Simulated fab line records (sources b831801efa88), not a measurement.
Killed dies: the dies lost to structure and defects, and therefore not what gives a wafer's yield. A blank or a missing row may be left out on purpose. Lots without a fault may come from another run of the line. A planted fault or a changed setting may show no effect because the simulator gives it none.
fab line records ; flow sfq_line
[record] lots = 6; wafers = 18; last_day = 92
route steps=325 shown L0@4 L0V@16 M0@28
lots untouched by any fault: they come from a run of this same line in which no faults occurred
start_h: hours from the record's first day to the start of the lot's first wafer shown ; wait_h: hours from the lot's prior step to this one ; " repeats the value in the row above ; L1.1+2: one row covering several wafers at once ; - value missing, or start not given ; * or withheld: withheld ; < > ~ a bound
route shown NAME@n: a module of which the file shows steps, and the number in the route of the first ; usual: the fault-free wafers' mean and standard deviation ; same: alike in all rows ; chamber/n: place in a boat ; sites: each site's reading ; _std_site: the standard deviation of these ; _edge_site: inner sites' mean taken away from outer sites' mean ; radius_mm: how far each site lies from the wafer's centre ; mask NAME#n: copy n ; behind: the tool/chamber that last shaped the wafer ; hold: the reason the lot was held/the length of the hold in hours/how it ended ; device: names the non-switching transistor (n, p or np) ; end of line: at the end of the route, the tests of the same wafers ; for a step that has no rows: nothing shown but its recipe ; killed: count of dies lost to structure and defects at first sort (not the wafer's yield) ; map: per-die view of a wafer (x killed, . not killed, _ where there is no die)
set.NAME: setting as actually run; set.NAME@STEP: the setting as run at that earlier step ; model.NAME: the simulator's own value behind a step, which no gauge read
a table for each step, a row for each wafer; lots at some steps of the route
services: from which hour (start_h, from the record's first day; less than 0 if before it) a tool's chamber was out of use, for how many hours, and why
[[steps]]
[step SFQ_L0_RS_MEAS_901]
[recipe] thk_meas_gauge = four-point-probe; reads = MoNx_KI_of_TRILAYER_L0_DEP_SPUTTER_003
[usual] L0_MONX_KI_RS = 43.5/0.4
lot.wafer;tool;chamber;start_h;wait_h;L0_MONX_KI_RS[ohm/sq]
L440.1;film_metro-04;-;27.56;0.0;42.6
L440.2;film_metro-04;-;27.56;0.0;43.2
L440.5;film_metro-04;-;27.56;0.0;43.2
L447.2;film_metro-04;-;62.99;0.5;43.6
L447.3;film_metro-04;-;62.99;0.5;43.7
L447.5;film_metro-04;-;62.99;0.5;43.4
L448.2;film_metro-01;-;67.58;0.1;43.6
L448.5;film_metro-01;-;67.58;0.1;44.3
L448.6;film_metro-01;-;67.58;0.1;44.5
L449.2;film_metro-02;-;72.58;0.1;43.3
L449.4;film_metro-02;-;72.58;0.1;42.9
L449.5;film_metro-02;-;72.58;0.1;42.6
L455.2;film_metro-01;-;102.58;0.1;43.3
L455.4;film_metro-01;-;102.58;0.1;43.3
L455.5;film_metro-01;-;102.58;0.1;43.9
L459.1;film_metro-04;-;122.56;0.0;43.6
L459.2;film_metro-04;-;122.56;0.0;43.2
L459.6;film_metro-04;-;122.56;0.0;44.1
[step SFQ_L0_THK_MEAS_902]
[recipe] thk_meas_gauge = xrf; reads = MoNx_KI_of_TRILAYER_L0_DEP_SPUTTER_003
[usual] L0_MONX_KI_THK = 40.0/0.41
lot.wafer;tool;chamber;start_h;wait_h;L0_MONX_KI_THK[nm]
L440.1;film_metro-04;-;27.68;0.1;40.8
L440.2;film_metro-04;-;27.68;0.1;40.1
L440.5;film_metro-04;-;27.68;0.1;40.2
L447.2;film_metro-04;-;63.10;0.1;39.8
L447.3;film_metro-04;-;63.10;0.1;39.7
L447.5;film_metro-04;-;63.10;0.1;40.0
L448.2;film_metro-01;-;67.69;0.1;39.6
L448.5;film_metro-01;-;67.69;0.1;39.5
L448.6;film_metro-01;-;67.69;0.1;39.0
L449.2;film_metro-02;-;72.69;0.1;40.2
L449.4;film_metro-02;-;72.69;0.1;40.6
L449.5;film_metro-02;-;72.69;0.1;41.0
L455.2;film_metro-01;-;102.69;0.1;40.1
L455.4;film_metro-01;-;102.69;0.1;40.4
L455.5;film_metro-01;-;102.69;0.1;39.8
L459.1;film_metro-04;-;122.68;0.1;40.0
L459.2;film_metro-04;-;122.68;0.1;40.0
L459.6;film_metro-04;-;122.68;0.1;39.1
[step SFQ_TRILAYER_L0_LITHO_COAT_010]
[recipe] resist = BARC; spin_rpm = 3000; resist_thk_nm = 62
[step SFQ_TRILAYER_L0_LITHO_COAT_005]
[recipe] resist = KrF; spin_rpm = 3000; resist_thk_nm = 600
[step SFQ_TRILAYER_L0_LITHO_SOFTBAKE_009]
[recipe] temp_c = withheld; time_s = withheld; resist = KrF
[step SFQ_TRILAYER_L0_LITHO_EXPOSE_006]
[recipe] mask_id = L0; na = 0.6; source_shape = conventional; sigma_outer = 0.65; target_cd_nm = 2000; dose_mj = 14.4
[step SFQ_TRILAYER_L0_LITHO_PEB_008]
[recipe] peb_temp_c = 115; peb_time_s = 60; resist = KrF
[step SFQ_TRILAYER_L0_LITHO_DEVELOP_007]
[recipe] time_s = 60; resist = KrF
[step SFQ_TRILAYER_L0_BARC_OPEN_METAL_ETCH_010]
[recipe] mask_material = PR; chemistry = O2; target_depth_nm = 125; target = BARC; icp_w = 600; bias_w = 80; pressure_mtorr = 10; time_s = 41.7
[usual] drypump_motor_current_A = 5.8/0.35; he_backside_leak_sccm = 3.44/0.22; oes_product_au = 0.685/0.0049
[same] time_s = 41.7
lot.wafer;tool;chamber;start_h;wait_h;drypump_motor_current_A;he_backside_leak_sccm;oes_product_au;rf_hours_counter_h
L440.1;rie_metal-04;0;68.98;0.1;5.8;3.21;0.688;153
L440.2;rie_metal-04;1;68.98;0.1;6.2;3.48;0.686;118
L440.5;rie_metal-04;0;68.98;0.1;5.8;3.36;0.686;-
L447.2;rie_metal-02;1;92.53;0.1;6.3;3.42;0.688;172
L447.3;rie_metal-02;1;92.53;0.1;6.3;3.48;0.688;-
L447.5;rie_metal-02;1;92.53;0.1;6.3;3.35;0.686;-
L448.2;rie_metal-01;1;98.81;0.1;5.4;3.90;0.680;189
L448.5;rie_metal-01;0;98.81;0.1;5.5;3.23;0.685;-
L448.6;rie_metal-01;1;98.81;0.1;5.4;3.92;0.685;-
L449.2;rie_metal-04;1;107.21;0.1;6.1;3.51;0.694;125
L449.4;rie_metal-04;1;107.21;0.1;6.2;3.34;0.682;-
L449.5;rie_metal-04;1;107.21;0.1;6.2;3.41;0.684;-
L455.2;rie_metal-04;0;137.31;0.1;5.7;3.30;0.695;166
L455.4;rie_metal-04;1;137.31;0.1;6.2;3.29;0.688;-
L455.5;rie_metal-04;0;137.31;0.1;5.8;3.29;0.686;-
L459.1;rie_metal-04;0;157.71;0.1;5.8;3.30;0.684;170
L459.2;rie_metal-04;1;157.71;0.1;6.2;3.53;0.683;136
L459.6;rie_metal-04;1;157.71;0.1;6.2;3.30;0.693;-
[step SFQ_TRILAYER_L0_ETCH_METAL_ETCH_008]
[recipe] target = MoNx_KI; stop_on = SiO2; mask_material = PR; chemistry = SF6/O2; target_depth_nm = 50; icp_w = 600; bias_w = 80; pressure_mtorr = 10; time_s = 25
[usual] drypump_motor_current_A = 5.8/0.35; he_backside_leak_sccm = 3.45/0.27; oes_product_au = 0.873/0.0061
[same] time_s = 25
lot.wafer;tool;chamber;start_h;wait_h;drypump_motor_current_A;he_backside_leak_sccm;oes_product_au;rf_hours_counter_h
L440.1;rie_metal-04;0;69.04;0.0;5.8;3.22;0.884;154
L440.2;rie_metal-04;1;69.04;0.0;6.2;3.59;0.870;118
L440.5;rie_metal-04;0;69.04;0.0;5.8;3.33;0.873;-
L447.2;rie_metal-02;1;92.59;0.0;6.3;3.59;0.876;172
L447.3;rie_metal-02;1;92.59;0.0;6.3;3.35;0.866;-
L447.5;rie_metal-02;1;92.59;0.0;6.3;3.44;0.874;-
L448.2;rie_metal-01;1;98.87;0.0;5.4;3.81;0.872;189
L448.5;rie_metal-01;0;98.87;0.0;5.5;3.11;0.872;-
L448.6;rie_metal-01;1;98.87;0.0;5.4;3.82;0.863;-
L449.2;rie_metal-04;1;107.27;0.0;6.1;3.40;0.875;125
L449.4;rie_metal-04;1;107.27;0.0;6.2;3.20;0.880;-
L449.5;rie_metal-04;1;107.27;0.0;6.1;3.34;0.883;-
L455.2;rie_metal-04;0;137.37;0.0;5.8;3.27;0.870;166
L455.4;rie_metal-04;1;137.37;0.0;6.2;3.42;0.880;-
L455.5;rie_metal-04;0;137.37;0.0;5.8;3.20;0.866;-
L459.1;rie_metal-04;0;157.77;0.0;5.8;3.42;0.878;170
L459.2;rie_metal-04;1;157.77;0.0;6.1;3.40;0.877;136
L459.6;rie_metal-04;1;157.77;0.0;6.2;3.20;0.868;-
[step SFQ_TRILAYER_L0_STRIP_STRIP_009]
[recipe] gas = O2; power_w = 200; platen_temp_c = 40; overash_fraction = 0.65; chemistry = O2; pressure_mtorr = 50
[usual] drypump_motor_current_A = 5.8/0.35; he_backside_leak_sccm = 3.5/0.38; oes_product_au = 0.997/0.0079
[same] overash_fraction = 0.65
lot.wafer;tool;chamber;start_h;wait_h;drypump_motor_current_A;he_backside_leak_sccm;oes_product_au;rf_hours_counter_h
L440.1;rie_metal-04;0;69.09;0.0;5.8;3.4;1.001;154
L440.2;rie_metal-04;1;69.09;0.0;6.1;3.2;0.994;118
L440.5;rie_metal-04;0;69.09;0.0;5.8;3.3;1.000;-
L447.2;rie_metal-02;1;92.64;0.0;6.3;3.5;1.001;172
L447.3;rie_metal-02;1;92.64;0.0;6.3;3.7;1.001;-
L447.5;rie_metal-02;1;92.64;0.0;6.3;3.5;0.998;-
L448.2;rie_metal-01;1;98.92;0.0;5.4;4.1;0.998;189
L448.5;rie_metal-01;0;98.92;0.0;5.5;3.2;0.996;-
L448.6;rie_metal-01;1;98.92;0.0;5.4;3.8;0.989;-
L449.2;rie_metal-04;1;107.32;0.0;6.2;3.3;0.989;125
L449.4;rie_metal-04;1;107.32;0.0;6.2;3.3;0.983;-
L449.5;rie_metal-04;1;107.32;0.0;6.2;3.4;0.992;-
L455.2;rie_metal-04;0;137.42;0.0;5.8;3.5;0.992;166
L455.4;rie_metal-04;1;137.42;0.0;6.2;3.5;0.993;-
L455.5;rie_metal-04;0;137.42;0.0;5.8;3.4;0.997;-
L459.1;rie_metal-04;0;157.82;0.0;5.8;3.3;1.000;170
L459.2;rie_metal-04;1;157.82;0.0;6.1;3.3;0.991;136
L459.6;rie_metal-04;1;157.82;0.0;6.1;3.4;0.986;-
[step SFQ_TRILAYER_L0_STRIP_SOLV_CLEAN_010]
[recipe] chemistry = NMP; temp_c = 70; time_s = 600
[step SFQ_TRILAYER_L0_CAP_PECVD_011]
[recipe] material = SiO2; temp_c = 150; time_s = 13.333; pressure_torr = 2.4; rf_w = 183.3; precursor = SiH4/N2O; target_thk_nm = 60
[usual] heater_power_w = 87/21; showerhead_vpp_V = 843/40; throttle_valve_pct = 24.0/1.5
lot.wafer;tool;chamber;start_h;wait_h;heater_power_w;showerhead_vpp_V;throttle_valve_pct;model.SiO2_of_TRILAYER_L0_CAP_PECVD_011.thk_nm
L440.1;pecvd-04;2;69.86;0.0;88;870;23.8;60.16
L440.2;pecvd-04;1;69.86;0.0;54;907;27.1;59.92
L440.5;pecvd-04;2;69.86;0.0;90;874;23.8;60.14
L447.2;pecvd-04;2;93.41;0.0;95;867;23.7;54.82
L447.3;pecvd-04;1;93.41;0.0;44;885;26.9;54.12
L447.5;pecvd-04;1;93.41;0.0;46;888;27.1;55.69
L448.2;pecvd-02;1;99.69;0.0;119;792;26.1;59.95
L448.5;pecvd-02;1;99.69;0.0;121;794;25.8;60.86
L448.6;pecvd-02;0;99.69;0.0;98;861;23.4;60.57
L449.2;pecvd-04;2;108.09;0.0;87;869;23.8;53.98
L449.4;pecvd-04;1;108.09;0.0;48;903;27.1;54.82
L449.5;pecvd-04;0;108.09;0.0;69;817;24.4;54.99
L455.2;pecvd-02;1;138.19;0.0;119;794;26.4;60.09
L455.4;pecvd-02;1;138.19;0.0;118;796;26.0;61.37
L455.5;pecvd-02;2;138.19;0.0;96;780;24.1;59.92
L459.1;pecvd-01;1;158.59;0.0;127;823;22.9;59.1
L459.2;pecvd-01;2;158.59;0.0;92;818;23.4;59.14
L459.6;pecvd-01;0;158.59;0.0;75;884;22.5;60.36
[step SFQ_TRILAYER_L0_VIA_LITHO_COAT_018]
[recipe] resist = BARC; spin_rpm = 3000; resist_thk_nm = 62
[step SFQ_TRILAYER_L0_VIA_LITHO_COAT_013]
[recipe] resist = KrF; spin_rpm = 3000; resist_thk_nm = 650
[step SFQ_TRILAYER_L0_VIA_LITHO_SOFTBAKE_017]
[recipe] temp_c = withheld; time_s = withheld; resist = KrF
[step SFQ_TRILAYER_L0_VIA_LITHO_EXPOSE_014]
[recipe] mask_id = L0V; na = 0.6; source_shape = conventional; sigma_outer = 0.65; target_cd_nm = 700; dose_mj = 21.3
[step SFQ_TRILAYER_L0_VIA_LITHO_PEB_016]
[recipe] peb_temp_c = 115; peb_time_s = 60; resist = KrF
[step SFQ_TRILAYER_L0_VIA_LITHO_DEVELOP_015]
[recipe] time_s = 60; resist = KrF
[step SFQ_L0V_OVL_MEAS_903]
[usual] L0V_OVL = -1/6.7
lot.wafer;tool;chamber;start_h;wait_h;L0V_OVL[nm]
L440.1;overlay-01;-;104.81;0.1;-8
L440.2;overlay-01;-;104.81;0.1;-7
L440.5;overlay-01;-;104.81;0.1;-12
L447.2;overlay-01;-;128.92;0.1;-3
L447.3;overlay-01;-;128.92;0.1;-10
L447.5;overlay-01;-;128.92;0.1;-9
L448.2;overlay-02;-;133.72;0.1;7
L448.5;overlay-02;-;133.72;0.1;-4
L448.6;overlay-02;-;133.72;0.1;0
L449.2;overlay-02;-;143.32;0.1;4
L449.4;overlay-02;-;143.32;0.1;3
L449.5;overlay-02;-;143.32;0.1;5
L455.2;overlay-01;-;174.49;0.1;1
L455.4;overlay-01;-;174.49;0.1;1
L455.5;overlay-01;-;174.49;0.1;2
L459.1;overlay-02;-;206.46;0.1;3
L459.2;overlay-02;-;206.46;0.1;9
L459.6;overlay-02;-;206.46;0.1;3
[step SFQ_TRILAYER_L0_VIA_BARC_OPEN_VIA_ETCH_021]
[recipe] mask_material = PR; chemistry = O2; target_depth_nm = 125; target = BARC; source_w = 500; bias_w = 80; pressure_mtorr = 30; time_s = 41.7
[step SFQ_TRILAYER_L0_VIA_ETCH_VIA_ETCH_016]
[recipe] target = SiO2; stop_on = MoNx_KI; mask_material = PR; chemistry = CHF3; target_depth_nm = 80; source_w = 500; bias_w = 80; pressure_mtorr = 30; time_s = withheld
[usual] drypump_motor_current_A = 5.8/0.34; oes_product_au = 0.843/0.007
lot.wafer;tool;chamber;start_h;wait_h;drypump_motor_current_A;oes_product_au;model.etch.depth_nm;model.L0V.feature_depth_nm
L440.1;rie_diel-03;1;104.89;0.0;6.6;0.839;60.16;60.16
L440.2;rie_diel-03;0;104.89;0.0;5.3;0.839;59.92;59.92
L440.5;rie_diel-03;3;104.89;0.0;5.6;0.842;60.14;60.14
L447.2;rie_diel-02;3;128.99;0.0;5.6;0.802;54.82;54.82
L447.3;rie_diel-02;0;128.99;0.0;5.6;0.801;54.12;54.12
L447.5;rie_diel-02;0;128.99;0.0;5.6;0.804;55.69;55.69
L448.2;rie_diel-02;1;133.79;0.0;5.6;0.833;59.95;59.95
L448.5;rie_diel-02;0;133.79;0.0;5.6;0.852;60.86;60.86
L448.6;rie_diel-02;3;133.79;0.0;5.6;0.854;60.57;60.57
L449.2;rie_diel-02;2;143.39;0.0;6.1;0.797;53.98;53.98
L449.4;rie_diel-02;1;143.39;0.0;5.6;0.800;54.82;54.82
L449.5;rie_diel-02;2;143.39;0.0;6.1;0.805;54.99;54.99
L455.2;rie_diel-04;1;174.56;0.0;5.3;0.847;60.09;60.09
L455.4;rie_diel-04;3;174.56;0.0;5.6;0.848;61.37;61.37
L455.5;rie_diel-04;3;174.56;0.0;5.6;0.839;59.92;59.92
L459.1;rie_diel-02;1;206.53;0.0;5.6;0.830;59.1;59.1
L459.2;rie_diel-02;0;206.53;0.0;5.6;0.839;59.14;59.14
L459.6;rie_diel-02;0;206.53;0.0;5.6;0.847;60.36;60.36
[step SFQ_TRILAYER_L0_VIA_STRIP_STRIP_017]
[recipe] gas = O2; power_w = 200; platen_temp_c = 40; overash_fraction = 0.65; chemistry = O2; pressure_mtorr = 50
[usual] drypump_motor_current_A = 5.75/0.28; he_backside_leak_sccm = 3.7/0.38; oes_product_au = 0.996/0.0078
[same] overash_fraction = 0.65
lot.wafer;tool;chamber;start_h;wait_h;drypump_motor_current_A;he_backside_leak_sccm;oes_product_au;rf_hours_counter_h
L440.1;rie_metal-03;1;104.94;-;5.72;3.7;1.004;136
L440.2;rie_metal-03;0;104.94;-;5.91;4.0;0.993;196
L440.5;rie_metal-03;1;104.94;-;5.73;3.5;0.994;-
L447.2;rie_metal-03;1;129.24;-;5.76;3.8;0.995;-
L447.3;rie_metal-03;1;129.24;-;5.78;3.7;0.994;-
L447.5;rie_metal-03;1;129.24;-;5.76;4.0;1.008;-
L448.2;rie_metal-01;0;133.84;-;5.50;3.4;0.999;16
L448.5;rie_metal-01;1;133.84;-;5.43;3.8;0.993;-
L448.6;rie_metal-01;0;133.84;-;5.48;3.4;1.016;-
L449.2;rie_metal-01;0;143.44;-;5.52;3.2;1.003;18
L449.4;rie_metal-01;1;143.44;-;5.44;3.9;0.990;-
L449.5;rie_metal-01;1;143.44;-;5.44;3.9;0.991;-
L455.2;rie_metal-03;0;174.60;-;5.93;3.4;0.998;7
L455.4;rie_metal-03;0;174.60;-;5.90;3.6;1.003;-
L455.5;rie_metal-03;1;174.60;-;5.76;4.0;0.991;-
L459.1;rie_metal-02;0;206.58;-;5.47;3.5;0.998;116
L459.2;rie_metal-02;1;206.58;-;6.29;3.3;1.007;194
L459.6;rie_metal-02;0;206.58;-;5.48;3.4;0.986;-
[step SFQ_TRILAYER_L0_VIA_STRIP_SOLV_CLEAN_018]
[recipe] chemistry = NMP; temp_c = 70; time_s = 600
[step SFQ_TRILAYER_M0_DEP_PRE_CLEAN_020]
[recipe] gas = Ar; time_s = 15; bias_v = 250
[usual] bias_v = 250.0/2.4
[same] time_s = 15
lot.wafer;tool;chamber;start_h;wait_h;bias_v;model.SiO2_of_TRILAYER_L0_CAP_PECVD_011.thk_nm
L440.1;pvd_sputter-05;-;105.89;0.0;250.5;55.16
L440.2;pvd_sputter-05;-;105.89;0.0;245.2;54.92
L440.5;pvd_sputter-05;-;105.89;0.0;250.8;55.14
L447.2;pvd_sputter-06;-;130.41;0.0;252.1;49.82
L447.3;pvd_sputter-06;-;130.41;0.0;249.7;49.12
L447.5;pvd_sputter-06;-;130.41;0.0;250.1;50.69
L448.2;pvd_sputter-06;-;134.61;0.0;251.0;54.95
L448.5;pvd_sputter-06;-;134.61;0.0;247.4;55.86
L448.6;pvd_sputter-06;-;134.61;0.0;248.0;55.57
L449.2;pvd_sputter-05;-;144.21;0.0;249.0;48.98
L449.4;pvd_sputter-05;-;144.21;0.0;249.8;49.82
L449.5;pvd_sputter-05;-;144.21;0.0;247.4;49.99
L455.2;pvd_sputter-06;-;175.38;0.0;246.4;55.09
L455.4;pvd_sputter-06;-;175.38;0.0;251.5;56.37
L455.5;pvd_sputter-06;-;175.38;0.0;250.5;54.92
L459.1;pvd_sputter-05;-;207.35;0.0;246.0;54.1
L459.2;pvd_sputter-05;-;207.35;0.0;248.0;54.14
L459.6;pvd_sputter-05;-;207.35;0.0;247.6;55.36
[step SFQ_TRILAYER_M0_DEP_SPUTTER_019]
[recipe] material = Nb; base_pressure_pa = 1.33e-06; chamber_pressure_pa = 0.1333; substrate_temp_c = 20; resputter_cathode_voltage_v = 400; target_thk_nm = 200; power_w = 2000; time_s = 133.3
[usual] throttle_valve_pct = 30.0/1.1
[same] time_s = 133.3
lot.wafer;tool;chamber;start_h;wait_h;throttle_valve_pct
L440.1;pvd_sputter-05;-;105.91;0.0;30.2
L440.2;pvd_sputter-05;-;105.91;0.0;28.2
L440.5;pvd_sputter-05;-;105.91;0.0;30.7
L447.2;pvd_sputter-06;-;130.44;0.0;31.6
L447.3;pvd_sputter-06;-;130.44;0.0;29.0
L447.5;pvd_sputter-06;-;130.44;0.0;28.9
L448.2;pvd_sputter-06;-;134.64;0.0;28.7
L448.5;pvd_sputter-06;-;134.64;0.0;28.7
L448.6;pvd_sputter-06;-;134.64;0.0;28.8
L449.2;pvd_sputter-05;-;144.24;0.0;31.2
L449.4;pvd_sputter-05;-;144.24;0.0;30.5
L449.5;pvd_sputter-05;-;144.24;0.0;31.1
L455.2;pvd_sputter-06;-;175.40;0.0;31.4
L455.4;pvd_sputter-06;-;175.40;0.0;30.1
L455.5;pvd_sputter-06;-;175.40;0.0;31.5
L459.1;pvd_sputter-05;-;207.38;0.0;30.8
L459.2;pvd_sputter-05;-;207.38;0.0;28.3
L459.6;pvd_sputter-05;-;207.38;0.0;31.2
[[services]]
tool;chamber;start_h;hours;kind
rie_diel-02;0;59.69;2.9;repair
rie_metal-02;-;74.25;1.4;pm
rie_metal-04;-;82.32;2.8;pm
pecvd-04;-;86.10;1.1;repair
pvd_sputter-05;-;90.04;2.2;repair
pecvd-02;2;94.72;11.5;repair
rie_diel-04;3;95.21;13.0;repair
pvd_sputter-06;3;100.30;-;consumable_replace:kit
pvd_sputter-06;3;100.30;18.0;scheduled_down
pvd_sputter-06;3;100.30;18.0;vent_cycle
rie_metal-03;-;107.02;0.4;repair
rie_metal-01;0;113.52;6.9;repair
rie_diel-03;0;118.95;10.3;repair
rie_diel-02;1;120.78;6.7;repair
rie_metal-04;0;128.13;6.3;repair
pvd_sputter-06;-;131.35;2.4;repair
rie_metal-04;-;139.01;0.4;repair
rie_metal-01;1;166.82;-;clean
rie_metal-01;1;166.82;22.6;scheduled_down
rie_metal-01;-;170.67;14.6;pm
rie_diel-02;3;171.54;5.0;repair
pvd_sputter-05;-;174.04;0.8;repair
rie_metal-02;-;176.28;0.6;repair
rie_diel-02;1;186.74;7.9;repair
[[key]]
[first_sign] step = SFQ_TRILAYER_L0_VIA_ETCH_VIA_ETCH_016; reading = oes_product_au; direction = down; sigmas = 6; usual = 0.843; struck = 0.801
effect none on later readings
[model_effect] step = SFQ_TRILAYER_L0_CAP_PECVD_011; value = SiO2_of_TRILAYER_L0_CAP_PECVD_011.thk_nm; without = 59.92; struck = 54.74
[model_effect] step = SFQ_TRILAYER_L0_VIA_ETCH_VIA_ETCH_016; value = etch.depth_nm; without = 59.92; struck = 54.74
[model_effect] step = SFQ_TRILAYER_M0_DEP_PRE_CLEAN_020; value = SiO2_of_TRILAYER_L0_CAP_PECVD_011.thk_nm; without = 54.92; struck = 49.74
met_at SFQ_TRILAYER_L0_CAP_PECVD_011
struck_wafers L447.2,L447.3,L447.5,L449.2,L449.4,L449.5
onset_between 69.86 93.41
[fault] kind = process_parameter_drift; tool = pecvd-04; chamber = -; onset_h = 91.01; steps = SFQ_TRILAYER_L0_CAP_PECVD_011; channel = time_s; offset = *; shape = step; end_h = 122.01; acts_in = *; stated = *
